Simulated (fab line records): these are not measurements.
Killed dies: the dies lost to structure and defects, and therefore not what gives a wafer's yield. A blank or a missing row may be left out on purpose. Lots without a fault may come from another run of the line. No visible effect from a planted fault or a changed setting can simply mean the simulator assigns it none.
Chamber matching | flow gf180mcu | GF_CONTACT_CVD_02 on pecvd-03: 3 sister chambers
The step deposits SiO2 from TEOS, target thk 860 nm, time 95.992 s. 6 wafers are shown with their chamber, then 8 later ones without.

WAFERS, EACH WITH ITS CHAMBER
wafer  | chamber | heater power w (W)
L237.1 | 0       | 685
L237.4 | 2       | 782
L242.2 | 1       | 513
L242.5 | 0       | 709
L242.6 | 2       | 687
L243.1 | 1       | 586

WAFERS WITH NO CHAMBER GIVEN
wafer  | heater power w (W)
L243.3 | 721
L243.6 | 463
L245.3 | 469
L245.4 | 833
L245.5 | 515
L248.2 | 757
L248.3 | 711
L248.4 | 557

THE CHAMBER EACH PASSED THROUGH
wafer  | from the rows above     | in truth
L243.3 | can't be placed: 2 or 0 | 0
L243.6 | 1                       | 1
L245.3 | 1                       | 1
L245.4 | can't be placed: 2 or 0 | 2
L245.5 | 1                       | 1
L248.2 | can't be placed: 2 or 0 | 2
L248.3 | can't be placed: 0 or 2 | 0
L248.4 | 1                       | 1
Correctly placed: 4 of 8. Unplaceable from these rows: 4, with the true chamber sitting among the candidates in 4. Number placed wrongly: 0.
How it was worked out, from the rows above alone: a wafer's distance from a chamber is the root of the sum, over the readings, of the square of ((its reading less the chamber's mean) divided by the reading's scatter). If the next closest chamber is less than 2 further off than the closest, the wafer can't be placed; otherwise it belongs to the closest. Each chamber's mean is taken over the wafers shown for it. The scatter: take each reading less its chamber's mean, square it, sum over the shown wafers, divide by the number of wafers less the number of chambers, and take the root.
